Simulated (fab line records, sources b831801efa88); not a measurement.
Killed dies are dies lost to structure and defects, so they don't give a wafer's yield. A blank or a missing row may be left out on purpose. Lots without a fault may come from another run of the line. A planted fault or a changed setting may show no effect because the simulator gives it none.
A struck lot beside a sound one | flow sky130 | 14 steps out of a route of 708
Sound: wafers L124.2, L124.3, L124.4. Struck: wafers L120.1, L120.4, L120.5. The cause comes at the end.
At each step with rows: each side's tool, then ch and its chambers, then its first start. Under that, the readings that differ: sound wafers | struck wafers | difference of the means | sigmas: that difference in standard deviations of wafers without a fault.
alike: readings whose means differ by less than 2 such deviations, and words and numbers that are the same on both sides. not compared: withheld readings, readings that some wafer has no value for, bounds like >300 that may hide the same value, and numbers for which the record gives no deviation and whose values overlap.
The two part at a step that has a row with sigmas, a row that says differs or no value, or rows on one side only. Numbers that don't overlap but have no deviation are shown without sigmas and don't part them. A reading that every wafer of one side lacks parts them only if that side has two wafers or more.

SKY_VIA1_OVL_MEAS_13:
  sound on overlay-01, day 39 20:06; struck on overlay-02, day 38 19:32
  alike: VIA1_OVL
then, 1 step without rows for these wafers: SKY_VIA1_ETCH_14 (etches BARC in N2/H2, stops on SiO2, time 45.9 s, target depth 60 nm).
SKY_VIA1_ETCH_15: etches SiO2 in C4F8/O2/Ar, stops on TiN, target depth 351 nm, time 54 s.
  sound on rie_diel-01 ch 0,1,2, day 39 20:10; struck on rie_diel-01 ch 1,2, day 38 19:37
  alike: oes_product_au
  not compared: rf_hours_counter_h
then, 4 steps without rows for these wafers: SKY_VIA1_STRIP_16 (strips in O2/N2); SKY_VIA1_STRIP_17 (strips in post etch residue remover, time 1200 s); SKY_VIA1_CLEAN_18 (cleans in IPA, time 180 s); SKY_VIA1_CLEAN_19 (cleans in O3/DIW).
SKY_VIA1_SPUTTER_20: material TiN, target thk 20 nm, time 80 s.
  sound on pvd_sputter-01, day 39 20:55; struck on pvd_sputter-03, day 38 20:16
  alike: cathode_dc_power_W, chamber_pressure_pa, throttle_valve_pct
SKY_VIA1_CVD_21: deposits W, target thk 270 nm, time 80.902 s.
  sound on cvd_w-01 ch 0,1, day 39 20:58; struck on cvd_w-01 ch 0, day 38 20:20
  alike: heater_power_w
SKY_VIA1_RS_MEAS_22: measures by four-point-probe.
  sound on film_metro-01, day 39 21:05; struck on film_metro-01, day 38 20:25
  alike: VIA1_W_RS
SKY_VIA1_THK_MEAS_23: measures by xrf.
  sound on film_metro-01, day 39 21:11; struck on film_metro-01, day 38 20:32
  alike: VIA1_W_THK
SKY_VIA1_CMP_24: polishes, stops on SiO2, t overpolish 15 s, target thk 0 nm.
  sound on cmp-01 ch 0,1,2, day 39 21:14; struck on cmp-02 ch 0,1,2, day 38 20:42
  alike: motor_current_A, overpolish_run_s, time_to_endpoint_s
SKY_METAL2_SPUTTER_00: material Ti, target thk 15 nm, time 10 s.
  sound on pvd_sputter-02, day 39 21:32; struck on pvd_sputter-04, day 38 20:54
  no value came back on the struck wafers for cathode_dc_power_W (W), chamber_pressure_pa (Pa), throttle_valve_pct (%); on the sound wafers cathode_dc_power_W (W) reads 2999.7 2999.4 2999.5
SKY_METAL2_SPUTTER_01: material TiN, target thk 20 nm, time 16.7 s.
  sound on pvd_sputter-02, day 39 21:34; struck on pvd_sputter-04, day 38 20:55
  alike: cathode_dc_power_W, chamber_pressure_pa, throttle_valve_pct

WHERE THEY PART
Only at SKY_METAL2_SPUTTER_00, within this record. Later steps at which nothing parts them and some readings are alike: SKY_METAL2_SPUTTER_01.

WHY: what the simulator had put in
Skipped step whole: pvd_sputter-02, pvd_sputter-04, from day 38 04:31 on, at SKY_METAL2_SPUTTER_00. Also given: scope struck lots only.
